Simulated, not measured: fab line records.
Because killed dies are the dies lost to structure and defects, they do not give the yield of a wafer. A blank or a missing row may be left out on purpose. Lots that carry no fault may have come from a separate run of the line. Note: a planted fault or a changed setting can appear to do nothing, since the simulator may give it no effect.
fab line records / flow sfqLine
record lots=14 wafers=42 lastDay=87
route steps=325 shown I4@176 R5@215
lots that met no fault: taken from a fault-free run of the same line
startH: hours from the record's first day to the start of the lot's first wafer shown / waitH: how many hours have passed since the lot's step before this one / " unchanged from the row above / L1.1+2: one row covering several wafers at once / - either no value or no given start / * or withheld: withheld / < > ~ a bound
route shown NAME@n: NAME is a module with steps in the file, n the number in the route of the first one / usual: mean and standard deviation over wafers with no fault / same: alike in all rows / chamber/n: place in a boat / sites: per-site readings / _std_site: standard deviation of those values / _edge_site: mean of outer sites minus mean of inner sites / radiusMm: for every site, how far away it sits from the centre of the wafer / mask NAME#n: copy n / behind: the last tool/chamber to shape the wafer / hold: the reason the lot was held/the length of the hold in hours/how it ended / device: names the non-switching transistor (n, p or np) / end of line: at the end of the route, the tests of the same wafers / a step with no rows: only its recipe / killed: not the wafer's yield, but the dies lost to structure and defects at the first sort / map: a wafer's dies, x killed, . not, _ none there
set.NAME: the setting that was run; set.NAME@STEP: the one run at that earlier step / model.NAME: the simulator's own value behind a step, which no gauge read
steps of the route over a sample of lots; a table a step, a row a wafer
services: the hour from which a tool's chamber was out of use, counted from the record's first day as startH (under 0 if before that day), plus the number of hours and why
## steps
# step SFQ_TRILAYER_I4_VIA_STRIP_STRIP_107
# recipe gas=O2 powerW=200 platenTempC=40 overashFraction=0.65 chemistry=O2 pressureMtorr=50
# usual drypumpMotorCurrentA=5.7/0.44 oesProductAu=1.008/0.013
lot.wafer=L528.1 tool=rieMetal-04 chamber=0 startH=1298.01 waitH=- drypumpMotorCurrentA=5.0 oesProductAu=1.005 rfHoursCounterH=91
lot.wafer=L528.5 tool=rieMetal-04 chamber=1 startH=1298.01 waitH=- drypumpMotorCurrentA=5.8 oesProductAu=1.004 rfHoursCounterH=-
lot.wafer=L528.6 tool=rieMetal-04 chamber=0 startH=1298.01 waitH=- drypumpMotorCurrentA=5.0 oesProductAu=1.004 rfHoursCounterH=-
lot.wafer=L530.2 tool=rieMetal-02 chamber=1 startH=1305.21 waitH=- drypumpMotorCurrentA=5.7 oesProductAu=0.997 rfHoursCounterH=102
lot.wafer=L530.4 tool=rieMetal-02 chamber=1 startH=1305.21 waitH=- drypumpMotorCurrentA=5.7 oesProductAu=0.999 rfHoursCounterH=-
lot.wafer=L530.6 tool=rieMetal-02 chamber=1 startH=1305.21 waitH=- drypumpMotorCurrentA=5.7 oesProductAu=1.003 rfHoursCounterH=-
lot.wafer=L531.2 tool=rieMetal-04 chamber=0 startH=1318.41 waitH=- drypumpMotorCurrentA=5.0 oesProductAu=1.015 rfHoursCounterH=93
lot.wafer=L531.5 tool=rieMetal-04 chamber=1 startH=1318.41 waitH=- drypumpMotorCurrentA=5.8 oesProductAu=1.018 rfHoursCounterH=-
lot.wafer=L531.6 tool=rieMetal-04 chamber=0 startH=1318.41 waitH=- drypumpMotorCurrentA=5.0 oesProductAu=1.010 rfHoursCounterH=-
lot.wafer=L532.1 tool=rieMetal-02 chamber=0 startH=1343.54 waitH=- drypumpMotorCurrentA=5.7 oesProductAu=1.007 rfHoursCounterH=50
lot.wafer=L532.5 tool=rieMetal-02 chamber=1 startH=1343.54 waitH=- drypumpMotorCurrentA=5.8 oesProductAu=0.992 rfHoursCounterH=-
lot.wafer=L532.6 tool=rieMetal-02 chamber=0 startH=1343.54 waitH=- drypumpMotorCurrentA=5.6 oesProductAu=0.998 rfHoursCounterH=-
lot.wafer=L534.2 tool=rieMetal-02 chamber=1 startH=1349.54 waitH=- drypumpMotorCurrentA=5.8 oesProductAu=1.003 rfHoursCounterH=108
lot.wafer=L534.4 tool=rieMetal-02 chamber=1 startH=1349.54 waitH=- drypumpMotorCurrentA=5.8 oesProductAu=0.999 rfHoursCounterH=-
lot.wafer=L534.6 tool=rieMetal-02 chamber=0 startH=1349.54 waitH=- drypumpMotorCurrentA=5.6 oesProductAu=1.005 rfHoursCounterH=-
lot.wafer=L536.3 tool=rieMetal-04 chamber=0 startH=1391.86 waitH=- drypumpMotorCurrentA=5.0 oesProductAu=1.011 rfHoursCounterH=-
lot.wafer=L536.4 tool=rieMetal-04 chamber=1 startH=1391.86 waitH=- drypumpMotorCurrentA=5.8 oesProductAu=1.029 rfHoursCounterH=-
lot.wafer=L536.5 tool=rieMetal-04 chamber=1 startH=1391.86 waitH=- drypumpMotorCurrentA=5.8 oesProductAu=1.026 rfHoursCounterH=-
lot.wafer=L538.3 tool=rieMetal-01 chamber=0 startH=1396.66 waitH=- drypumpMotorCurrentA=6.1 oesProductAu=1.029 rfHoursCounterH=-
lot.wafer=L538.4 tool=rieMetal-01 chamber=1 startH=1396.66 waitH=- drypumpMotorCurrentA=6.3 oesProductAu=1.000 rfHoursCounterH=-
lot.wafer=L538.5 tool=rieMetal-01 chamber=1 startH=1396.66 waitH=- drypumpMotorCurrentA=6.3 oesProductAu=1.001 rfHoursCounterH=-
lot.wafer=L540.1 tool=rieMetal-01 chamber=0 startH=1400.06 waitH=- drypumpMotorCurrentA=6.1 oesProductAu=1.029 rfHoursCounterH=6
lot.wafer=L540.4 tool=rieMetal-01 chamber=1 startH=1400.06 waitH=- drypumpMotorCurrentA=6.3 oesProductAu=1.003 rfHoursCounterH=-
lot.wafer=L540.6 tool=rieMetal-01 chamber=0 startH=1400.06 waitH=- drypumpMotorCurrentA=6.2 oesProductAu=1.037 rfHoursCounterH=-
lot.wafer=L541.3 tool=rieMetal-04 chamber=0 startH=1405.06 waitH=- drypumpMotorCurrentA=5.0 oesProductAu=1.006 rfHoursCounterH=-
lot.wafer=L541.4 tool=rieMetal-04 chamber=1 startH=1405.06 waitH=- drypumpMotorCurrentA=5.8 oesProductAu=1.000 rfHoursCounterH=-
lot.wafer=L541.6 tool=rieMetal-04 chamber=1 startH=1405.06 waitH=- drypumpMotorCurrentA=5.8 oesProductAu=1.010 rfHoursCounterH=-
lot.wafer=L542.1 tool=rieMetal-01 chamber=1 startH=1414.46 waitH=- drypumpMotorCurrentA=6.3 oesProductAu=0.990 rfHoursCounterH=47
lot.wafer=L542.5 tool=rieMetal-01 chamber=0 startH=1414.46 waitH=- drypumpMotorCurrentA=6.1 oesProductAu=1.030 rfHoursCounterH=-
lot.wafer=L542.6 tool=rieMetal-01 chamber=1 startH=1414.46 waitH=- drypumpMotorCurrentA=6.3 oesProductAu=0.986 rfHoursCounterH=-
lot.wafer=L546.2 tool=rieMetal-04 chamber=1 startH=1429.04 waitH=- drypumpMotorCurrentA=5.9 oesProductAu=0.998 rfHoursCounterH=49
lot.wafer=L546.3 tool=rieMetal-04 chamber=0 startH=1429.04 waitH=- drypumpMotorCurrentA=5.0 oesProductAu=1.005 rfHoursCounterH=-
lot.wafer=L546.6 tool=rieMetal-04 chamber=0 startH=1429.04 waitH=- drypumpMotorCurrentA=5.0 oesProductAu=0.998 rfHoursCounterH=-
lot.wafer=L549.1 tool=rieMetal-01 chamber=1 startH=1462.36 waitH=- drypumpMotorCurrentA=6.3 oesProductAu=0.988 rfHoursCounterH=55
lot.wafer=L549.3 tool=rieMetal-01 chamber=1 startH=1462.36 waitH=- drypumpMotorCurrentA=6.3 oesProductAu=1.001 rfHoursCounterH=-
lot.wafer=L549.5 tool=rieMetal-01 chamber=1 startH=1462.36 waitH=- drypumpMotorCurrentA=6.3 oesProductAu=0.997 rfHoursCounterH=-
lot.wafer=L550.1 tool=rieMetal-04 chamber=1 startH=1464.76 waitH=- drypumpMotorCurrentA=5.8 oesProductAu=1.019 rfHoursCounterH=55
lot.wafer=L550.3 tool=rieMetal-04 chamber=0 startH=1464.76 waitH=- drypumpMotorCurrentA=5.0 oesProductAu=1.023 rfHoursCounterH=-
lot.wafer=L550.6 tool=rieMetal-04 chamber=1 startH=1464.76 waitH=- drypumpMotorCurrentA=5.8 oesProductAu=1.008 rfHoursCounterH=-
lot.wafer=L551.2 tool=rieMetal-01 chamber=0 startH=1470.37 waitH=- drypumpMotorCurrentA=6.1 oesProductAu=1.027 rfHoursCounterH=16
lot.wafer=L551.5 tool=rieMetal-01 chamber=1 startH=1470.37 waitH=- drypumpMotorCurrentA=6.3 oesProductAu=1.002 rfHoursCounterH=-
lot.wafer=L551.6 tool=rieMetal-01 chamber=0 startH=1470.37 waitH=- drypumpMotorCurrentA=6.1 oesProductAu=1.019 rfHoursCounterH=-
# step SFQ_R5_RS_MEAS_933
# recipe thkMeasGauge=four-point-probe reads=Ti_of_TRILAYER_R5_DEP_SPUTTER_134+MoNx_of_TRILAYER_R5_DEP_SPUTTER_133+Ti_of_TRILAYER_R5_DEP_SPUTTER_132
# usual R5_MONX_RS=7.01/0.077
lot.wafer=L528.1 tool=filmMetro-04 chamber=- startH=1439.57 waitH=0.0 R5_MONX_RS[ohm/sq]=6.96
lot.wafer=L528.5 tool=filmMetro-04 chamber=- startH=1439.57 waitH=0.0 R5_MONX_RS[ohm/sq]=6.95
lot.wafer=L528.6 tool=filmMetro-04 chamber=- startH=1439.57 waitH=0.0 R5_MONX_RS[ohm/sq]=7.09
lot.wafer=L530.2 tool=filmMetro-03 chamber=- startH=1457.59 waitH=0.0 R5_MONX_RS[ohm/sq]=7.14
lot.wafer=L530.4 tool=filmMetro-03 chamber=- startH=1457.59 waitH=0.0 R5_MONX_RS[ohm/sq]=7.04
lot.wafer=L530.6 tool=filmMetro-03 chamber=- startH=1457.59 waitH=0.0 R5_MONX_RS[ohm/sq]=7.06
lot.wafer=L531.2 tool=filmMetro-02 chamber=- startH=1460.86 waitH=0.0 R5_MONX_RS[ohm/sq]=7.07
lot.wafer=L531.5 tool=filmMetro-02 chamber=- startH=1460.86 waitH=0.0 R5_MONX_RS[ohm/sq]=7.03
lot.wafer=L531.6 tool=filmMetro-02 chamber=- startH=1460.86 waitH=0.0 R5_MONX_RS[ohm/sq]=7.14
lot.wafer=L532.1 tool=filmMetro-03 chamber=- startH=1485.95 waitH=0.0 R5_MONX_RS[ohm/sq]=6.90
lot.wafer=L532.5 tool=filmMetro-03 chamber=- startH=1485.95 waitH=0.0 R5_MONX_RS[ohm/sq]=7.17
lot.wafer=L532.6 tool=filmMetro-03 chamber=- startH=1485.95 waitH=0.0 R5_MONX_RS[ohm/sq]=7.07
lot.wafer=L534.2 tool=filmMetro-03 chamber=- startH=1494.97 waitH=0.0 R5_MONX_RS[ohm/sq]=7.04
lot.wafer=L534.4 tool=filmMetro-03 chamber=- startH=1494.97 waitH=0.0 R5_MONX_RS[ohm/sq]=7.20
lot.wafer=L534.6 tool=filmMetro-03 chamber=- startH=1494.97 waitH=0.0 R5_MONX_RS[ohm/sq]=6.93
lot.wafer=L536.3 tool=filmMetro-04 chamber=- startH=1625.69 waitH=0.0 R5_MONX_RS[ohm/sq]=6.97
lot.wafer=L536.4 tool=filmMetro-04 chamber=- startH=1625.69 waitH=0.0 R5_MONX_RS[ohm/sq]=7.02
lot.wafer=L536.5 tool=filmMetro-04 chamber=- startH=1625.69 waitH=0.0 R5_MONX_RS[ohm/sq]=7.01
lot.wafer=L538.3 tool=filmMetro-04 chamber=- startH=1629.89 waitH=0.0 R5_MONX_RS[ohm/sq]=7.13
lot.wafer=L538.4 tool=filmMetro-04 chamber=- startH=1629.89 waitH=0.0 R5_MONX_RS[ohm/sq]=7.02
lot.wafer=L538.5 tool=filmMetro-04 chamber=- startH=1629.89 waitH=0.0 R5_MONX_RS[ohm/sq]=7.11
lot.wafer=L540.1 tool=filmMetro-02 chamber=- startH=1632.85 waitH=0.0 R5_MONX_RS[ohm/sq]=7.04
lot.wafer=L540.4 tool=filmMetro-02 chamber=- startH=1632.85 waitH=0.0 R5_MONX_RS[ohm/sq]=6.95
lot.wafer=L540.6 tool=filmMetro-02 chamber=- startH=1632.85 waitH=0.0 R5_MONX_RS[ohm/sq]=6.99
lot.wafer=L541.3 tool=filmMetro-04 chamber=- startH=1637.69 waitH=0.0 R5_MONX_RS[ohm/sq]=6.88
lot.wafer=L541.4 tool=filmMetro-04 chamber=- startH=1637.69 waitH=0.0 R5_MONX_RS[ohm/sq]=6.94
lot.wafer=L541.6 tool=filmMetro-04 chamber=- startH=1637.69 waitH=0.0 R5_MONX_RS[ohm/sq]=6.98
lot.wafer=L542.1 tool=filmMetro-03 chamber=- startH=1643.65 waitH=0.0 R5_MONX_RS[ohm/sq]=6.96
lot.wafer=L542.5 tool=filmMetro-03 chamber=- startH=1643.65 waitH=0.0 R5_MONX_RS[ohm/sq]=7.07
lot.wafer=L542.6 tool=filmMetro-03 chamber=- startH=1643.65 waitH=0.0 R5_MONX_RS[ohm/sq]=7.00
lot.wafer=L546.2 tool=filmMetro-04 chamber=- startH=1655.67 waitH=0.0 R5_MONX_RS[ohm/sq]=7.03
lot.wafer=L546.3 tool=filmMetro-04 chamber=- startH=1655.67 waitH=0.0 R5_MONX_RS[ohm/sq]=7.02
lot.wafer=L546.6 tool=filmMetro-04 chamber=- startH=1655.67 waitH=0.0 R5_MONX_RS[ohm/sq]=7.00
lot.wafer=L549.1 tool=filmMetro-03 chamber=- startH=1679.07 waitH=0.0 R5_MONX_RS[ohm/sq]=6.98
lot.wafer=L549.3 tool=filmMetro-03 chamber=- startH=1679.07 waitH=0.0 R5_MONX_RS[ohm/sq]=6.99
lot.wafer=L549.5 tool=filmMetro-03 chamber=- startH=1679.07 waitH=0.0 R5_MONX_RS[ohm/sq]=6.97
lot.wafer=L550.1 tool=filmMetro-04 chamber=- startH=1681.47 waitH=0.0 R5_MONX_RS[ohm/sq]=6.89
lot.wafer=L550.3 tool=filmMetro-04 chamber=- startH=1681.47 waitH=0.0 R5_MONX_RS[ohm/sq]=6.83
lot.wafer=L550.6 tool=filmMetro-04 chamber=- startH=1681.47 waitH=0.0 R5_MONX_RS[ohm/sq]=6.87
lot.wafer=L551.2 tool=filmMetro-03 chamber=- startH=1688.63 waitH=0.0 R5_MONX_RS[ohm/sq]=7.07
lot.wafer=L551.5 tool=filmMetro-03 chamber=- startH=1688.63 waitH=0.0 R5_MONX_RS[ohm/sq]=7.13
lot.wafer=L551.6 tool=filmMetro-03 chamber=- startH=1688.63 waitH=0.0 R5_MONX_RS[ohm/sq]=7.08
# step SFQ_R5_THK_MEAS_934
# recipe thkMeasGauge=xrf reads=MoNx_of_TRILAYER_R5_DEP_SPUTTER_133
# usual R5_MONX_THK=40.6/0.51
lot.wafer=L528.1 tool=filmMetro-04 chamber=- startH=1439.69 waitH=0.1 R5_MONX_THK[nm]=40.8
lot.wafer=L528.5 tool=filmMetro-04 chamber=- startH=1439.69 waitH=0.1 R5_MONX_THK[nm]=40.7
lot.wafer=L528.6 tool=filmMetro-04 chamber=- startH=1439.69 waitH=0.1 R5_MONX_THK[nm]=40.1
lot.wafer=L530.2 tool=filmMetro-03 chamber=- startH=1457.70 waitH=0.1 R5_MONX_THK[nm]=39.9
lot.wafer=L530.4 tool=filmMetro-03 chamber=- startH=1457.70 waitH=0.1 R5_MONX_THK[nm]=40.1
lot.wafer=L530.6 tool=filmMetro-03 chamber=- startH=1457.70 waitH=0.1 R5_MONX_THK[nm]=40.1
lot.wafer=L531.2 tool=filmMetro-02 chamber=- startH=1460.97 waitH=0.1 R5_MONX_THK[nm]=40.7
lot.wafer=L531.5 tool=filmMetro-02 chamber=- startH=1460.97 waitH=0.1 R5_MONX_THK[nm]=40.6
lot.wafer=L531.6 tool=filmMetro-02 chamber=- startH=1460.97 waitH=0.1 R5_MONX_THK[nm]=40.0
lot.wafer=L532.1 tool=filmMetro-03 chamber=- startH=1486.07 waitH=0.1 R5_MONX_THK[nm]=41.2
lot.wafer=L532.5 tool=filmMetro-03 chamber=- startH=1486.07 waitH=0.1 R5_MONX_THK[nm]=39.8
lot.wafer=L532.6 tool=filmMetro-03 chamber=- startH=1486.07 waitH=0.1 R5_MONX_THK[nm]=40.6
lot.wafer=L534.2 tool=filmMetro-03 chamber=- startH=1495.08 waitH=0.1 R5_MONX_THK[nm]=40.6
lot.wafer=L534.4 tool=filmMetro-03 chamber=- startH=1495.08 waitH=0.1 R5_MONX_THK[nm]=39.9
lot.wafer=L534.6 tool=filmMetro-03 chamber=- startH=1495.08 waitH=0.1 R5_MONX_THK[nm]=41.2
lot.wafer=L536.3 tool=filmMetro-04 chamber=- startH=1625.79 waitH=0.1 R5_MONX_THK[nm]=40.8
lot.wafer=L536.4 tool=filmMetro-04 chamber=- startH=1625.79 waitH=0.1 R5_MONX_THK[nm]=40.4
lot.wafer=L536.5 tool=filmMetro-04 chamber=- startH=1625.79 waitH=0.1 R5_MONX_THK[nm]=40.6
lot.wafer=L538.3 tool=filmMetro-04 chamber=- startH=1629.99 waitH=0.1 R5_MONX_THK[nm]=39.9
lot.wafer=L538.4 tool=filmMetro-04 chamber=- startH=1629.99 waitH=0.1 R5_MONX_THK[nm]=40.5
lot.wafer=L538.5 tool=filmMetro-04 chamber=- startH=1629.99 waitH=0.1 R5_MONX_THK[nm]=39.8
lot.wafer=L540.1 tool=filmMetro-02 chamber=- startH=1632.97 waitH=0.1 R5_MONX_THK[nm]=40.9
lot.wafer=L540.4 tool=filmMetro-02 chamber=- startH=1632.97 waitH=0.1 R5_MONX_THK[nm]=41.0
lot.wafer=L540.6 tool=filmMetro-02 chamber=- startH=1632.97 waitH=0.1 R5_MONX_THK[nm]=41.0
lot.wafer=L541.3 tool=filmMetro-04 chamber=- startH=1637.79 waitH=0.1 R5_MONX_THK[nm]=41.3
lot.wafer=L541.4 tool=filmMetro-04 chamber=- startH=1637.79 waitH=0.1 R5_MONX_THK[nm]=40.7
lot.wafer=L541.6 tool=filmMetro-04 chamber=- startH=1637.79 waitH=0.1 R5_MONX_THK[nm]=40.4
lot.wafer=L542.1 tool=filmMetro-03 chamber=- startH=1643.77 waitH=0.1 R5_MONX_THK[nm]=41.5
lot.wafer=L542.5 tool=filmMetro-03 chamber=- startH=1643.77 waitH=0.1 R5_MONX_THK[nm]=40.4
lot.wafer=L542.6 tool=filmMetro-03 chamber=- startH=1643.77 waitH=0.1 R5_MONX_THK[nm]=41.0
lot.wafer=L546.2 tool=filmMetro-04 chamber=- startH=1655.78 waitH=0.1 R5_MONX_THK[nm]=40.0
lot.wafer=L546.3 tool=filmMetro-04 chamber=- startH=1655.78 waitH=0.1 R5_MONX_THK[nm]=40.1
lot.wafer=L546.6 tool=filmMetro-04 chamber=- startH=1655.78 waitH=0.1 R5_MONX_THK[nm]=40.4
lot.wafer=L549.1 tool=filmMetro-03 chamber=- startH=1679.19 waitH=0.1 R5_MONX_THK[nm]=41.1
lot.wafer=L549.3 tool=filmMetro-03 chamber=- startH=1679.19 waitH=0.1 R5_MONX_THK[nm]=41.2
lot.wafer=L549.5 tool=filmMetro-03 chamber=- startH=1679.19 waitH=0.1 R5_MONX_THK[nm]=40.8
lot.wafer=L550.1 tool=filmMetro-04 chamber=- startH=1681.59 waitH=0.1 R5_MONX_THK[nm]=41.3
lot.wafer=L550.3 tool=filmMetro-04 chamber=- startH=1681.59 waitH=0.1 R5_MONX_THK[nm]=41.7
lot.wafer=L550.6 tool=filmMetro-04 chamber=- startH=1681.59 waitH=0.1 R5_MONX_THK[nm]=41.1
lot.wafer=L551.2 tool=filmMetro-03 chamber=- startH=1688.74 waitH=0.1 R5_MONX_THK[nm]=40.5
lot.wafer=L551.5 tool=filmMetro-03 chamber=- startH=1688.74 waitH=0.1 R5_MONX_THK[nm]=40.1
lot.wafer=L551.6 tool=filmMetro-03 chamber=- startH=1688.74 waitH=0.1 R5_MONX_THK[nm]=39.9
# step SFQ_TRILAYER_R5_LITHO_DEVELOP_138
# recipe timeS=60 resist=KrF
# usual chillPlateTempC=23.00/0.11 exhaustPa=45.2/0.91 resistLineTempC=22.98/0.11
lot.wafer=L528.1 tool=lithoTrack-01 chamber=0 startH=1446.43 waitH=0.1 chillPlateTempC=23.01 exhaustPa=45.4 resistLineTempC=22.81
lot.wafer=L528.5 tool=lithoTrack-01 chamber=0 startH=1446.43 waitH=0.1 chillPlateTempC=23.00 exhaustPa=45.4 resistLineTempC=22.90
lot.wafer=L528.6 tool=lithoTrack-01 chamber=0 startH=1446.43 waitH=0.1 chillPlateTempC=23.12 exhaustPa=44.8 resistLineTempC=22.80
lot.wafer=L530.2 tool=lithoTrack-01 chamber=0 startH=1460.85 waitH=0.1 chillPlateTempC=22.82 exhaustPa=44.8 resistLineTempC=22.91
lot.wafer=L530.4 tool=lithoTrack-01 chamber=0 startH=1460.85 waitH=0.1 chillPlateTempC=22.98 exhaustPa=45.4 resistLineTempC=22.89
lot.wafer=L530.6 tool=lithoTrack-01 chamber=0 startH=1460.85 waitH=0.1 chillPlateTempC=22.72 exhaustPa=44.6 resistLineTempC=22.87
lot.wafer=L531.2 tool=lithoTrack-02 chamber=0 startH=1465.65 waitH=0.1 chillPlateTempC=22.92 exhaustPa=46.4 resistLineTempC=22.81
lot.wafer=L531.5 tool=lithoTrack-02 chamber=0 startH=1465.65 waitH=0.1 chillPlateTempC=22.88 exhaustPa=45.3 resistLineTempC=22.92
lot.wafer=L531.6 tool=lithoTrack-02 chamber=0 startH=1465.65 waitH=0.1 chillPlateTempC=23.03 exhaustPa=45.3 resistLineTempC=22.82
lot.wafer=L532.1 tool=lithoTrack-01 chamber=0 startH=1580.20 waitH=0.1 chillPlateTempC=23.11 exhaustPa=45.1 resistLineTempC=22.95
lot.wafer=L532.5 tool=lithoTrack-01 chamber=0 startH=1580.20 waitH=0.1 chillPlateTempC=23.04 exhaustPa=45.0 resistLineTempC=23.00
lot.wafer=L532.6 tool=lithoTrack-01 chamber=0 startH=1580.20 waitH=0.1 chillPlateTempC=23.03 exhaustPa=46.7 resistLineTempC=22.80
lot.wafer=L534.2 tool=lithoTrack-02 chamber=0 startH=1595.39 waitH=0.1 chillPlateTempC=22.97 exhaustPa=45.6 resistLineTempC=22.98
lot.wafer=L534.4 tool=lithoTrack-02 chamber=0 startH=1595.39 waitH=0.1 chillPlateTempC=22.97 exhaustPa=45.7 resistLineTempC=22.91
lot.wafer=L534.6 tool=lithoTrack-02 chamber=0 startH=1595.39 waitH=0.1 chillPlateTempC=22.98 exhaustPa=45.8 resistLineTempC=23.01
lot.wafer=L536.3 tool=lithoTrack-04 chamber=0 startH=1627.98 waitH=0.1 chillPlateTempC=22.99 exhaustPa=45.6 resistLineTempC=23.05
lot.wafer=L536.4 tool=lithoTrack-04 chamber=0 startH=1627.98 waitH=0.1 chillPlateTempC=22.91 exhaustPa=46.1 resistLineTempC=23.05
lot.wafer=L536.5 tool=lithoTrack-04 chamber=0 startH=1627.98 waitH=0.1 chillPlateTempC=22.99 exhaustPa=47.0 resistLineTempC=23.00
lot.wafer=L538.3 tool=lithoTrack-01 chamber=0 startH=1635.18 waitH=0.1 chillPlateTempC=23.02 exhaustPa=45.0 resistLineTempC=23.13
lot.wafer=L538.4 tool=lithoTrack-01 chamber=0 startH=1635.18 waitH=0.1 chillPlateTempC=22.99 exhaustPa=44.8 resistLineTempC=23.26
lot.wafer=L538.5 tool=lithoTrack-01 chamber=0 startH=1635.18 waitH=0.1 chillPlateTempC=23.09 exhaustPa=45.7 resistLineTempC=23.07
lot.wafer=L540.1 tool=lithoTrack-01 chamber=0 startH=1638.73 waitH=0.1 chillPlateTempC=23.07 exhaustPa=45.2 resistLineTempC=23.17
lot.wafer=L540.4 tool=lithoTrack-01 chamber=0 startH=1638.73 waitH=0.1 chillPlateTempC=23.00 exhaustPa=44.1 resistLineTempC=23.06
lot.wafer=L540.6 tool=lithoTrack-01 chamber=0 startH=1638.73 waitH=0.1 chillPlateTempC=22.92 exhaustPa=44.7 resistLineTempC=22.99
lot.wafer=L541.3 tool=lithoTrack-01 chamber=- startH=1641.97 waitH=0.1 chillPlateTempC=- exhaustPa=- resistLineTempC=-
lot.wafer=L541.4 tool=lithoTrack-01 chamber=- startH=1641.97 waitH=0.1 chillPlateTempC=- exhaustPa=- resistLineTempC=-
lot.wafer=L541.6 tool=lithoTrack-01 chamber=- startH=1641.97 waitH=0.1 chillPlateTempC=- exhaustPa=- resistLineTempC=-
lot.wafer=L542.1 tool=lithoTrack-01 chamber=- startH=1645.93 waitH=0.1 chillPlateTempC=- exhaustPa=- resistLineTempC=-
lot.wafer=L542.5 tool=lithoTrack-01 chamber=- startH=1645.93 waitH=0.1 chillPlateTempC=- exhaustPa=- resistLineTempC=-
lot.wafer=L542.6 tool=lithoTrack-01 chamber=- startH=1645.93 waitH=0.1 chillPlateTempC=- exhaustPa=- resistLineTempC=-
lot.wafer=L546.2 tool=lithoTrack-02 chamber=0 startH=1658.31 waitH=0.1 chillPlateTempC=23.06 exhaustPa=44.9 resistLineTempC=23.07
lot.wafer=L546.3 tool=lithoTrack-02 chamber=0 startH=1658.31 waitH=0.1 chillPlateTempC=23.03 exhaustPa=45.3 resistLineTempC=22.91
lot.wafer=L546.6 tool=lithoTrack-02 chamber=0 startH=1658.31 waitH=0.1 chillPlateTempC=22.89 exhaustPa=44.3 resistLineTempC=22.98
lot.wafer=L549.1 tool=lithoTrack-02 chamber=0 startH=1683.03 waitH=0.1 chillPlateTempC=22.80 exhaustPa=45.6 resistLineTempC=22.82
lot.wafer=L549.3 tool=lithoTrack-02 chamber=0 startH=1683.03 waitH=0.1 chillPlateTempC=22.80 exhaustPa=45.3 resistLineTempC=22.80
lot.wafer=L549.5 tool=lithoTrack-02 chamber=0 startH=1683.03 waitH=0.1 chillPlateTempC=22.97 exhaustPa=44.7 resistLineTempC=22.92
lot.wafer=L550.1 tool=lithoTrack-01 chamber=0 startH=1684.23 waitH=0.1 chillPlateTempC=23.01 exhaustPa=46.6 resistLineTempC=23.00
lot.wafer=L550.3 tool=lithoTrack-01 chamber=0 startH=1684.23 waitH=0.1 chillPlateTempC=23.03 exhaustPa=43.7 resistLineTempC=23.00
lot.wafer=L550.6 tool=lithoTrack-01 chamber=0 startH=1684.23 waitH=0.1 chillPlateTempC=22.99 exhaustPa=45.2 resistLineTempC=23.05
lot.wafer=L551.2 tool=lithoTrack-04 chamber=0 startH=1690.91 waitH=0.1 chillPlateTempC=23.04 exhaustPa=44.7 resistLineTempC=23.01
lot.wafer=L551.5 tool=lithoTrack-04 chamber=0 startH=1690.91 waitH=0.1 chillPlateTempC=23.04 exhaustPa=45.2 resistLineTempC=23.02
lot.wafer=L551.6 tool=lithoTrack-04 chamber=0 startH=1690.91 waitH=0.1 chillPlateTempC=22.94 exhaustPa=45.1 resistLineTempC=23.00
## services
tool=rieMetal-02 chamber=0 startH=1309.85 hours=4.2 kind=repair
tool=rieMetal-04 chamber=- startH=1310.47 hours=0.2 kind=repair
tool=rieMetal-02 chamber=- startH=1323.88 hours=0.4 kind=repair
tool=rieMetal-04 chamber=- startH=1342.18 hours=2.8 kind=pm
tool=rieMetal-01 chamber=0 startH=1343.66 hours=- kind=clean
tool=rieMetal-01 chamber=0 startH=1343.66 hours=- kind=consumableReplace:focusRing
tool=rieMetal-01 chamber=0 startH=1343.66 hours=14.2 kind=scheduledDown
tool=rieMetal-01 chamber=0 startH=1343.66 hours=14.2 kind=ventCycle
tool=rieMetal-04 chamber=1 startH=1357.34 hours=7.5 kind=repair
tool=rieMetal-01 chamber=- startH=1360.34 hours=0.8 kind=repair
tool=rieMetal-02 chamber=- startH=1437.83 hours=1.4 kind=pm
tool=rieMetal-02 chamber=1 startH=1485.10 hours=- kind=clean
tool=rieMetal-02 chamber=1 startH=1485.10 hours=- kind=consumableReplace:focusRing
tool=rieMetal-02 chamber=1 startH=1485.10 hours=18.4 kind=scheduledDown
tool=rieMetal-02 chamber=1 startH=1485.10 hours=18.4 kind=ventCycle
tool=rieMetal-04 chamber=0 startH=1511.08 hours=- kind=clean
tool=rieMetal-04 chamber=0 startH=1511.08 hours=- kind=consumableReplace:focusRing
tool=rieMetal-04 chamber=0 startH=1511.08 hours=16.7 kind=scheduledDown
tool=rieMetal-04 chamber=0 startH=1511.08 hours=16.7 kind=ventCycle
tool=rieMetal-01 chamber=0 startH=1537.97 hours=5.5 kind=repair
tool=rieMetal-01 chamber=- startH=1594.38 hours=0.6 kind=repair
tool=rieMetal-02 chamber=0 startH=1613.74 hours=14.9 kind=repair
tool=rieMetal-02 chamber=0 startH=1671.76 hours=24.8 kind=repair
tool=rieMetal-01 chamber=- startH=1689.12 hours=0.3 kind=repair
## key
firstSign step=SFQ_TRILAYER_R5_LITHO_DEVELOP_138 reading=toolRecord direction=missing
effect none on later readings
metAt SFQ_TRILAYER_R5_LITHO_DEVELOP_138
struckLots L541,L542
notActingAt SFQ_TRILAYER_I4_VIA_STRIP_STRIP_107,SFQ_R5_RS_MEAS_933,SFQ_R5_THK_MEAS_934
onsetBetween 1638.73 1641.97
fault kind=skippedStepWhole tool=lithoTrack-01 chamber=- onsetH=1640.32 steps=SFQ_TRILAYER_R5_LITHO_DEVELOP_138 scope=struckLotsOnly
